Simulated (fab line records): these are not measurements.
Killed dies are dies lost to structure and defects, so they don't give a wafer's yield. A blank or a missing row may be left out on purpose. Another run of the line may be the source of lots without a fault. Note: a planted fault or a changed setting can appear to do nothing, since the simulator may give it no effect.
Which tool is to blame? + flow sky130 + 42 wafers from 14 lots sampled at 2 of the route's 708 steps

WHAT EACH GAUGE READ, for each wafer
No reading from a measuring or inspecting step in the record can be judged against a usual standard deviation.

TOOL THAT RAN EACH LOT (tool first, then ch and the chambers of the sampled wafers, then the start)
| lot  | SKY_LDD_P_IMPLANT_09            | SKY_PAD_OPEN_PROBE_99   |
|------|---------------------------------|-------------------------|
| L600 | implanter-03 ch 0, day 19 08:10 | -                       |
| L601 | implanter-02 ch 0, day 19 18:37 | -                       |
| L602 | implanter-02 ch 0, day 20 01:28 | -                       |
| L603 | implanter-01 ch 0, day 21 08:57 | -                       |
| L604 | implanter-03 ch 0, day 21 20:07 | -                       |
| L605 | implanter-02 ch 0, day 22 12:52 | -                       |
| L606 | implanter-02 ch 0, day 22 14:26 | -                       |
| L607 | implanter-03 ch 0, day 22 19:31 | -                       |
| L610 | implanter-03 ch 0, day 23 11:48 | prober-01, day 48 16:29 |
| L609 | implanter-02 ch 0, day 23 12:37 | -                       |
| L613 | implanter-03 ch 0, day 24 13:13 | prober-02, day 49 10:47 |
| L614 | implanter-03 ch 0, day 24 15:16 | -                       |
| L617 | implanter-02 ch 0, day 25 13:24 | -                       |
| L622 | implanter-01 ch 0, day 27 10:52 | prober-01, day 50 23:32 |
- SKY_LDD_P_IMPLANT_09
- SKY_PAD_OPEN_PROBE_99

AS READ BY THE TOOLS THEMSELVES (means over the sampled wafers that have a number; for cases with no such wafer, the mark the record gives instead)
SKY_LDD_P_IMPLANT_09.
| lot  | tool         | dose ions cm2 | faraday current uA |
|------|--------------|---------------|--------------------|
| L600 | implanter-03 | 9.9993e+12    | 56.7               |
| L601 | implanter-02 | 9.9977e+12    | 55.4               |
| L602 | implanter-02 | 9.9907e+12    | 56.7               |
| L603 | implanter-01 | 1.0001e+13    | 56.9               |
| L604 | implanter-03 | 9.9960e+12    | 56.7               |
| L605 | implanter-02 | 1.0004e+13    | 55.6               |
| L606 | implanter-02 | 1.0003e+13    | 57.4               |
| L607 | implanter-03 | 1.0005e+13    | 57.2               |
| L610 | implanter-03 | 9.9997e+12    | 56.6               |
| L609 | implanter-02 | 1.0015e+13    | 55.5               |
| L613 | implanter-03 | 9.1143e+12    | 52.0               |
| L614 | implanter-03 | 9.1170e+12    | 51.1               |
| L617 | implanter-02 | 9.9993e+12    | 56.3               |
| L622 | implanter-01 | 1.0008e+13    | 57.0               |

SKY_PAD_OPEN_PROBE_99.
| lot  | tool      | killed_at_M0_to_M3 | killed_at_M4_up | killed at contacts | killed at front end | killed at other | killed dies | killed open | killed short |
|------|-----------|--------------------|-----------------|--------------------|---------------------|-----------------|-------------|-------------|--------------|
| L610 | prober-01 | 44                 | 3.7             | 20                 | 16                  | 0.3             | 84          | 46          | 38           |
| L613 | prober-02 | 41                 | 2.7             | 24                 | 17                  | 0.7             | 85          | 50          | 36           |
| L622 | prober-01 | 53                 | 3.0             | 27                 | 14                  | 0.0             | 98          | 54          | 44           |

THE ANSWER, worked out from the rows above alone
Rule: the usual values come from the lots themselves. Put in order of their means at a reading, lots are off if they are a third of the lots or fewer, leave a main group of 4 or more, and stand apart from it by a gap of 3 or more times the standard deviation of the main group's means; of several such gaps the widest counts. The tables above print the reading to a certain number of digits; a main group whose means all agree to those digits is not used. Also off: a lot with no number at a reading for which 4 or more lots have one. The other lots that the step has rows for count as sound. Order of review: gauges by route order, followed by the tools' own readings, for which a lot's mean as printed above is used. The first step at which some lot is off is used, and at that step the reading that is off furthest; a lot without a number counts as furthest.
Off: L613, L614 (SKY_LDD_P_IMPLANT_09, dose ions cm2). The main group: mean 1.0002e+13, standard deviation 5.9e+09.
A tool fits if, at that step or a process step before it, it ran every lot that is off, and no sound lot after the first of them. One fits: SKY_LDD_P_IMPLANT_09 on implanter-03. Its last sound lot is L610 (day 23 11:48), its first lot that is off L613 (day 24 13:13): a fault that began between those two fits.
The tool's own readings at SKY_LDD_P_IMPLANT_09 bear it out: on the lots that are off they differ by more than 5 times the standard deviation of the sound lots' means. dose ions cm2 reads 9.1156e+12 there against 1.0002e+13 on the sound lots; faraday current uA reads 51.5 there against 56.5 on the sound lots.

WHAT THE SIMULATOR HAD INSERTED
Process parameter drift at SKY_LDD_P_IMPLANT_09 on implanter-03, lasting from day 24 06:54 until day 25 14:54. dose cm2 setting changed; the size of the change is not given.
Shown lots that were struck: L613, L614. The same result came from the rule above.
